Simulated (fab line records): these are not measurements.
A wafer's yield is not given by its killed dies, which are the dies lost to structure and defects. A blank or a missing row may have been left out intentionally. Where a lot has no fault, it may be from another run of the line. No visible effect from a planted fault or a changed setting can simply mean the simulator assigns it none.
Matching of chambers | flow sky130 | 4 sister chambers for SKY_POLY_GATE_ETCH_17 on rie si-02
The step etches poly-Si in HBr/Cl2, stops on SiO2, target depth 180 nm, time 70.5 s. 22 wafers are shown with their chamber, then 11 later ones without.

== EACH WAFER AND ITS CHAMBER ==
wafer  | chamber | drypump motor current A (A) | rf fwd power W (W) | oes product au (a.u.)
L075.4 | 2       | 5.49                        | 409.7              | 0.997
L075.5 | 2       | 5.48                        | 409.5              | 1.005
L075.6 | 1       | 5.20                        | 412.0              | 1.004
L076.3 | 0       | 5.34                        | 409.0              | 0.997
L076.5 | 2       | 5.45                        | 408.1              | 0.999
L076.6 | 3       | 5.84                        | 410.8              | 0.993
L077.1 | 0       | 5.33                        | 407.4              | 0.987
L077.3 | 3       | 5.85                        | 412.0              | 1.004
L077.4 | 2       | 5.49                        | 410.3              | 0.994
L083.1 | 1       | 5.15                        | 412.6              | 0.992
L083.2 | 3       | 5.77                        | 410.3              | 0.995
L083.4 | 3       | 5.77                        | 409.0              | 0.996
L085.1 | 3       | 5.81                        | 414.2              | 0.992
L085.4 | 3       | 5.81                        | 412.5              | 0.986
L085.6 | 0       | 5.31                        | 411.2              | 0.978
L087.3 | 2       | 5.47                        | 409.1              | 0.986
L087.4 | 0       | 5.28                        | 410.1              | 0.980
L087.6 | 2       | 5.49                        | 410.4              | 0.985
L089.2 | 3       | 5.75                        | 412.4              | 0.981
L089.3 | 2       | 5.48                        | 410.0              | 0.988
L089.5 | 2       | 5.48                        | 408.5              | 0.993
L091.1 | 2       | 5.45                        | 413.3              | 0.995

SIGNATURES (means of the wafers above)
reading                 | chamber 0 | chamber 1 | chamber 2 | chamber 3 | scatter within a chamber
drypump motor current A | 5.3150    | 5.1750    | 5.4756    | 5.8000    | 0.0279
rf fwd power W          | 409.425   | 412.300   | 409.878   | 411.600   | 1.56
oes product au          | 0.98550   | 0.99800   | 0.99356   | 0.99243   | 0.00728
Rule: distance of a wafer from a chamber = root of the sum over the readings of ((wafer's reading minus chamber's mean) / reading's scatter) squared. The wafer belongs to the nearest chamber; if the next one is less than 2 further off, it can't be placed. How the scatter is found: for the shown wafers, subtract from each reading the mean of its chamber, square and add these, divide the total by (wafers less chambers), then take the root.

== WAFERS WHOSE CHAMBER IS MISSING ==
wafer  | drypump motor current A (A) | rf fwd power W (W) | oes product au (a.u.)
L091.3 | 5.73                        | 411.5              | 0.989
L091.6 | 5.48                        | 411.9              | 0.991
L093.2 | 5.30                        | 406.1              | 0.990
L093.4 | 5.17                        | 411.8              | 0.993
L093.6 | 5.82                        | 411.9              | 0.986
L095.2 | 5.82                        | 412.0              | 0.994
L095.5 | 5.79                        | 412.3              | 0.990
L095.6 | 5.46                        | 408.4              | 0.982
L096.1 | 5.18                        | 409.3              | 0.990
L096.3 | 5.46                        | 409.9              | 0.990
L096.4 | 5.33                        | 408.8              | 0.971

== THE CHAMBER EACH PASSED THROUGH ==
wafer  | from the rows above | in truth
L091.3 | 3                   | 3
L091.6 | 2                   | 2
L093.2 | 0                   | 0
L093.4 | 1                   | 1
L093.6 | 3                   | 3
L095.2 | 3                   | 3
L095.5 | 3                   | 3
L095.6 | 2                   | 2
L096.1 | 1                   | 1
L096.3 | 2                   | 2
L096.4 | 0                   | 0
Correct placement for 11 of the 11. Not placeable from these rows: 0. Placed wrongly: 0.
